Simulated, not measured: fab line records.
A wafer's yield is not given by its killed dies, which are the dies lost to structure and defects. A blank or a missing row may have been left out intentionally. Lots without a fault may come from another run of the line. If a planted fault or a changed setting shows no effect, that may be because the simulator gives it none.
Matching of chambers	flow sky130	SKY_METAL3_ETCH_17 on rie-diel-04 has 3 sister chambers
The step etches SiO2 in C4F8/O2/Ar, stops on TiN, time 3.9 s, target depth 15 nm. 6 wafers are shown with their chamber, then 7 later ones without.

## EACH WAFER AND ITS CHAMBER
wafer	chamber	oes-product-au (a.u.)
L081.6	2	0.757
L086.2	0	0.757
L086.3	1	0.752
L086.6	2	0.759
L090.1	0	0.748
L090.2	1	0.747

## WAFERS WHOSE CHAMBER IS MISSING
wafer	oes-product-au (a.u.)
L090.6	0.758
L091.4	0.758
L091.5	0.761
L094.4	0.763
L094.5	0.761
L096.3	0.755
L096.5	0.756

## WHICH CHAMBER EACH WENT THROUGH
wafer	from the rows above	in truth
L090.6	can't be placed: 2 or 0 or 1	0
L091.4	can't be placed: 2 or 0 or 1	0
L091.5	can't be placed: 2 or 0 or 1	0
L094.4	can't be placed: 2 or 0 or 1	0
L094.5	can't be placed: 2 or 0 or 1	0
L096.3	can't be placed: 0 or 2 or 1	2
L096.5	can't be placed: 2 or 0 or 1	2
Correct placement for 0 of the 7. These rows do not allow placing 7 (true chamber among the candidates in 7). Wrongly placed: 0.
How it was worked out, from the rows above alone: a wafer's distance from a chamber is the root of the sum, over the readings, of the square of ((its reading less the chamber's mean) divided by the reading's scatter). If the next closest chamber is less than 2 further off than the closest, the wafer can't be placed; otherwise it belongs to the closest. Each chamber's mean is taken over the wafers shown for it. How the scatter is found: for the shown wafers, subtract from each reading the mean of its chamber, square and add these, divide the total by (wafers less chambers), then take the root.
